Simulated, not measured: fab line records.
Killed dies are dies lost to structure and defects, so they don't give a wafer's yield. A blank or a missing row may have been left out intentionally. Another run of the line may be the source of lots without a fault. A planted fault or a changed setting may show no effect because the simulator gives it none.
Which tool was responsible?	flow sky130	Sampling: 21 lots, 63 wafers, 5 of 708 route steps

WHAT THE GAUGES READ, wafer by wafer
SKY_METAL5_RS_MEAS_05: measures by four-point-probe. Usual: METAL5_ALCU_RS 0.0270 ohm/sq, standard deviation 0.00033.
lot	measured	on	METAL5_ALCU_RS (ohm/sq)	flag
L074	day 42 09:53	film-metro-02	0.0275 0.0273 0.0271	
L075	day 42 20:55	film-metro-02	0.0271 0.0274 0.0275	
L076	day 42 18:10	film-metro-03	0.0267 0.0270 0.0272	
L078	day 43 21:08	film-metro-04	0.0270 0.0271 0.0271	
L079	day 44 06:36	film-metro-03	0.0266 0.0262 0.0264	
L080	day 44 06:51	film-metro-02	0.0266 0.0268 0.0265	
L081	day 44 18:38	film-metro-03	0.0262 0.0264 0.0266	
L082	day 44 18:57	film-metro-04	0.0275 0.0275 0.0279	
L084	day 45 10:07	film-metro-02	0.0270 0.0266 0.0269	
L085	day 45 15:50	film-metro-02	0.0268 0.0267 0.0267	
L086	day 46 01:11	film-metro-03	0.0267 0.0266 0.0269	
L087	day 46 04:04	film-metro-02	0.0269 0.0265 0.0267	
L088	day 46 08:43	film-metro-02	0.0265 0.0265 0.0264	
L089	day 46 16:55	film-metro-04	0.0274 0.0269 0.0271	
L090	day 47 13:33	film-metro-02	0.0269 0.0270 0.0273	
L091	day 47 17:45	film-metro-03	0.0270 0.0270 0.0270	
L092	day 47 22:46	film-metro-04	0.0273 0.0273 0.0271	
L095	day 48 13:34	film-metro-02	0.0269 0.0270 0.0269	
L094	day 48 14:45	film-metro-04	0.0270 0.0271 0.0273	
L096	day 48 15:23	film-metro-02	0.0269 0.0271 0.0271	
L097	day 49 17:19	film-metro-04	0.0274 0.0272 0.0273	

EACH LOT AND THE TOOL THAT RAN IT (in order: tool; ch and the chambers of the sampled wafers; start)
lot	SKY_POLY_GATE_ETCH_15	SKY_METAL1_ETCH_18	SKY_METAL4_DESCUM_15	SKY_METAL4_STRIP_19
L074	rie-diel-04 ch 0,3, day 15 22:33	rie-metal-04 ch 0, day 32 04:59	rie-metal-02 ch 0,1, day 41 06:27	plasma-asher-04 ch 0,1, day 41 06:47
L075	rie-diel-03 ch 1,2,3, day 16 07:39	rie-metal-03 ch 0,1, day 32 19:00	rie-metal-02 ch 0,1, day 41 18:34	plasma-asher-02 ch 0,1, day 41 18:54
L076	rie-diel-01 ch 0,1,2, day 16 09:34	rie-metal-01 ch 0,1, day 32 16:31	rie-metal-04 ch 0,1, day 41 16:07	plasma-asher-02 ch 0,1, day 41 16:28
L078	rie-diel-01 ch 0,1,3, day 17 14:06	rie-metal-04 ch 0,1, day 33 22:23	rie-metal-02 ch 0,1, day 42 19:49	plasma-asher-04 ch 0,1, day 42 20:09
L079	rie-diel-04 ch 2,3, day 18 02:24	rie-metal-03 ch 0,1, day 34 08:55	rie-metal-02 ch 0,1, day 43 05:10	plasma-asher-02 ch 0,1, day 43 05:30
L080	rie-diel-03 ch 0,2,3, day 18 06:12	rie-metal-04 ch 0,1, day 34 10:58	rie-metal-02 ch 0,1, day 43 05:42	plasma-asher-04 ch 0,1, day 43 06:02
L081	rie-diel-04 ch 0,3, day 18 17:12	rie-metal-04 ch 0,1, day 34 22:56	rie-metal-01 ch 0, day 43 17:13	plasma-asher-04 ch 0,1, day 43 17:37
L082	rie-diel-03 ch 0,1,2, day 18 20:15	rie-metal-01 ch 0,1, day 35 00:59	rie-metal-02 ch 0,1, day 43 18:00	plasma-asher-04 ch 0,1, day 43 18:20
L084	rie-diel-04 ch 0,2, day 19 18:13	rie-metal-03 ch 0, day 35 18:38	rie-metal-01 ch 0,1, day 44 09:48	plasma-asher-02 ch 0,1, day 44 10:08
L085	rie-diel-04 ch 2,3, day 20 06:51	rie-metal-01 ch 0,1, day 36 00:56	rie-metal-02 ch 0,1, day 44 15:35	plasma-asher-04 ch 0,1, day 44 15:54
L086	rie-diel-04 ch 0,1,2, day 20 13:00	rie-metal-04 ch 0,1, day 36 10:55	rie-metal-04 ch 0, day 45 01:00	plasma-asher-03 ch 0,1, day 45 01:20
L087	rie-diel-03 ch 1,2, day 20 22:51	rie-metal-01 ch 0,1, day 36 17:04	rie-metal-02 ch 0,1, day 45 04:04	plasma-asher-03 ch 0,1, day 45 04:35
L088	rie-diel-01 ch 0,2, day 21 05:55	rie-metal-04 ch 0,1, day 37 00:23	rie-metal-02 ch 1, day 45 09:00	plasma-asher-02 ch 0,1, day 45 09:31
L089	rie-diel-03 ch 0,2, day 21 19:36	rie-metal-04 ch 0,1, day 37 11:22	rie-metal-04 ch 0,1, day 45 17:09	plasma-asher-02 ch 0,1, day 45 17:29
L090	rie-diel-01 ch 0,1, day 23 01:00	rie-metal-04 ch 0,1, day 38 13:08	rie-metal-02 ch 0,1, day 46 14:34	plasma-asher-02 ch 0,1, day 46 14:53
L091	rie-diel-03 ch 0,1,3, day 23 02:15	rie-metal-04 ch 0,1, day 38 16:31	rie-metal-04 ch 0,1, day 46 19:25	plasma-asher-02 ch 0,1, day 46 19:44
L092	rie-diel-04 ch 0,3, day 23 15:57	rie-metal-03 ch 0,1, day 39 00:24	rie-metal-04 ch 0,1, day 47 00:19	plasma-asher-02 ch 0,1, day 47 00:42
L095	rie-diel-01 ch 0,1,3, day 24 06:00	rie-metal-01 ch 0,1, day 39 19:02	rie-metal-04 ch 0,1, day 47 15:39	plasma-asher-02 ch 0,1, day 47 15:59
L094	rie-diel-01 ch 1,2,3, day 24 10:46	rie-metal-04 ch 0,1, day 39 19:20	rie-metal-01 ch 0,1, day 47 16:41	plasma-asher-02 ch 0,1, day 47 17:00
L096	rie-diel-03 ch 0,1, day 24 12:46	rie-metal-01 ch 0,1, day 39 19:58	rie-metal-02 ch 0,1, day 47 17:57	plasma-asher-02 ch 0,1, day 47 18:16
L097	rie-diel-04 ch 0,2,3, day 26 12:12	rie-metal-01 ch 0,1, day 41 10:05	rie-metal-01 ch 0,1, day 48 21:29	plasma-asher-02 ch 0,1, day 48 21:48
- SKY_POLY_GATE_ETCH_15: etches BARC in N2/H2, stops on SiO2, time 118.5 s, target depth 110 nm.
- SKY_METAL1_ETCH_18: etches BARC in N2/H2, stops on SiO2, time 45.9 s, target depth 60 nm.
- SKY_METAL4_DESCUM_15: chemistry O2, time 8 s.
- SKY_METAL4_STRIP_19: strips in O2/N2.

AS READ BY THE TOOLS THEMSELVES (means over the sampled wafers that have a number; for cases with no such wafer, the mark the record gives instead)
SKY_POLY_GATE_ETCH_15. Usual: bias-w 100.03 W, standard deviation 0.26; chamber-pressure-mTorr 29.998 mTorr, standard deviation 0.025; drypump-motor-current-A 5.6 A, standard deviation 0.38; oes-product-au 0.716 a.u., standard deviation 0.0047; throttle-valve-pct 13.213 %, standard deviation 0.0094.
lot	tool	bias-w (W)	chamber-pressure-mTorr (mTorr)	drypump-motor-current-A (A)	oes-product-au (a.u.)	throttle-valve-pct (%)	flag
L074	rie-diel-04	99.99	29.997	5.7	0.720	13.208	
L075	rie-diel-03	100.08	30.006	5.9	0.714	13.212	
L076	rie-diel-01	99.96	29.989	5.2	0.716	13.208	
L078	rie-diel-01	99.73	29.992	5.4	0.718	13.209	
L079	rie-diel-04	100.24	29.986	5.9	0.718	13.215	
L080	rie-diel-03	100.07	30.001	5.7	0.715	13.219	
L081	rie-diel-04	100.12	29.997	5.9	0.713	13.219	
L082	rie-diel-03	100.15	29.998	5.7	0.713	13.223	
L084	rie-diel-04	100.27	29.983	5.5	0.713	13.211	
L085	rie-diel-04	100.34	29.989	5.9	0.716	13.209	
L086	rie-diel-04	100.25	29.970	5.7	0.715	13.204	
L087	rie-diel-03	99.77	29.994	5.8	0.720	13.213	
L088	rie-diel-01	99.95	30.002	5.2	0.715	13.219	
L089	rie-diel-03	100.22	29.998	5.7	0.724	13.217	
L090	rie-diel-01	100.02	30.000	5.2	0.717	13.205	
L091	rie-diel-03	100.35	30.019	5.6	0.717	13.212	
L092	rie-diel-04	100.19	30.020	5.7	0.720	13.208	
L095	rie-diel-01	99.78	29.993	5.4	0.715	13.217	
L094	rie-diel-01	99.74	30.019	5.4	0.721	13.213	
L096	rie-diel-03	99.96	29.978	5.5	0.716	13.206	
L097	rie-diel-04	99.82	29.995	5.7	0.715	13.210	

SKY_METAL1_ETCH_18. Usual: bias-w 100.0 W, standard deviation 0.32; chamber-pressure-mTorr 29.998 mTorr, standard deviation 0.026; drypump-motor-current-A 5.6 A, standard deviation 0.31; oes-product-au 0.854 a.u., standard deviation 0.0047; throttle-valve-pct 13.225 %, standard deviation 0.0094.
lot	tool	bias-w (W)	chamber-pressure-mTorr (mTorr)	drypump-motor-current-A (A)	oes-product-au (a.u.)	throttle-valve-pct (%)	flag
L074	rie-metal-04	100.2	29.994	5.6	0.858	13.227	
L075	rie-metal-03	100.0	30.014	5.4	0.857	13.220	
L076	rie-metal-01	100.0	30.012	5.8	0.855	13.220	
L078	rie-metal-04	100.1	30.004	5.7	0.854	13.226	
L079	rie-metal-03	100.2	29.987	5.4	0.852	13.228	
L080	rie-metal-04	99.8	30.004	5.6	0.859	13.221	
L081	rie-metal-04	99.9	30.003	5.9	0.858	13.226	
L082	rie-metal-01	99.7	30.026	5.5	0.858	13.223	
L084	rie-metal-03	99.6	29.993	5.1	0.857	13.231	
L085	rie-metal-01	100.1	30.024	5.7	0.854	13.235	
L086	rie-metal-04	100.4	29.976	5.8	0.852	13.223	
L087	rie-metal-01	100.3	29.975	5.5	0.855	13.223	
L088	rie-metal-04	99.7	30.005	5.8	0.854	13.230	
L089	rie-metal-04	99.9	29.980	5.8	0.855	13.213	
L090	rie-metal-04	99.9	30.010	5.7	0.856	13.221	
L091	rie-metal-04	100.0	29.988	5.9	0.854	13.217	
L092	rie-metal-03	100.1	30.003	5.2	0.853	13.223	
L095	rie-metal-01	100.1	30.018	5.8	0.848	13.231	
L094	rie-metal-04	100.0	29.985	5.7	0.856	13.226	
L096	rie-metal-01	99.5	29.969	5.5	0.853	13.232	
L097	rie-metal-01	99.7	30.014	5.5	0.852	13.221	

SKY_METAL4_DESCUM_15. Usual: chamber-pressure-mTorr 10.000 mTorr, standard deviation 0.0093; drypump-motor-current-A 5.6 A, standard deviation 0.52; oes-product-au 1.007 a.u., standard deviation 0.013.
lot	tool	chamber-pressure-mTorr (mTorr)	drypump-motor-current-A (A)	oes-product-au (a.u.)	flag
L074	rie-metal-02	9.992	5.3	0.991	
L075	rie-metal-02	10.005	5.7	0.999	
L076	rie-metal-04	9.992	5.6	1.007	
L078	rie-metal-02	10.000	5.3	0.992	
L079	rie-metal-02	10.013	5.3	1.003	
L080	rie-metal-02	10.010	5.7	1.001	
L081	rie-metal-01	10.008	6.0	1.005	
L082	rie-metal-02	9.994	5.3	1.000	
L084	rie-metal-01	10.003	5.7	1.014	
L085	rie-metal-02	9.996	5.7	1.009	
L086	rie-metal-04	9.995	5.5	1.026	
L087	rie-metal-02	9.995	5.3	0.998	
L088	rie-metal-02	10.009	4.8	0.992	
L089	rie-metal-04	10.004	5.7	1.024	
L090	rie-metal-02	10.000	5.3	0.991	
L091	rie-metal-04	9.997	5.8	1.028	
L092	rie-metal-04	9.996	5.6	1.015	
L095	rie-metal-04	10.004	5.7	1.020	
L094	rie-metal-01	9.999	5.7	1.002	
L096	rie-metal-02	10.006	5.3	0.992	
L097	rie-metal-01	9.994	5.8	1.000	

SKY_METAL4_STRIP_19. Usual: chamber-pressure-mTorr 1500.1 mTorr, standard deviation 1.4; drypump-motor-current-A 5.68 A, standard deviation 0.28; oes-product-au 0.499 a.u., standard deviation 0.0065; strip-time-to-endpoint-s 6.46 s, standard deviation 0.094.
lot	tool	chamber-pressure-mTorr (mTorr)	drypump-motor-current-A (A)	oes-product-au (a.u.)	strip-time-to-endpoint-s (s)	flag
L074	plasma-asher-04	1500.5	5.33	0.499	6.53	
L075	plasma-asher-02	1498.5	5.83	0.498	6.38	
L076	plasma-asher-02	1500.5	5.91	0.500	6.46	
L078	plasma-asher-04	1501.1	5.32	0.495	6.31	
L079	plasma-asher-02	1499.2	5.90	0.505	6.55	
L080	plasma-asher-04	1500.9	5.34	0.491	6.38	
L081	plasma-asher-04	1500.9	5.34	0.501	6.44	
L082	plasma-asher-04	1500.4	5.34	0.501	6.53	
L084	plasma-asher-02	1499.0	5.84	0.496	6.34	
L085	plasma-asher-04	1501.2	5.33	0.495	6.36	
L086	plasma-asher-03	1501.3	5.82	0.493	6.52	
L087	plasma-asher-03	1499.2	5.81	0.499	6.47	
L088	plasma-asher-02	1500.3	5.89	0.498	6.47	
L089	plasma-asher-02	1500.4	5.85	0.497	6.46	
L090	plasma-asher-02	1500.4	5.82	0.508	6.56	
L091	plasma-asher-02	1500.9	5.90	0.507	6.55	
L092	plasma-asher-02	1498.9	5.84	0.504	6.54	
L095	plasma-asher-02	1500.6	5.84	0.499	6.47	
L094	plasma-asher-02	1499.0	5.89	0.495	6.34	
L096	plasma-asher-02	1500.2	5.84	0.502	6.53	
L097	plasma-asher-02	1500.5	5.84	0.490	6.33	

THE ANSWER, worked out from the rows above alone
Rule: lot off if the mean of its wafers having a number is beyond 3 standard deviations from the usual mean. Also off: a lot with no number at a reading for which 4 or more lots have one. The other lots that the step has rows for count as sound. First the gauges in route order, then the tools' own readings, where a lot's mean is used as printed above. The first step at which some lot is off is used, and at that step the reading that is off furthest; a lot without a number counts as furthest.
No lot is off on any of the readings shown, so nothing can be concluded from this.

WHAT THE SIMULATOR PUT IN
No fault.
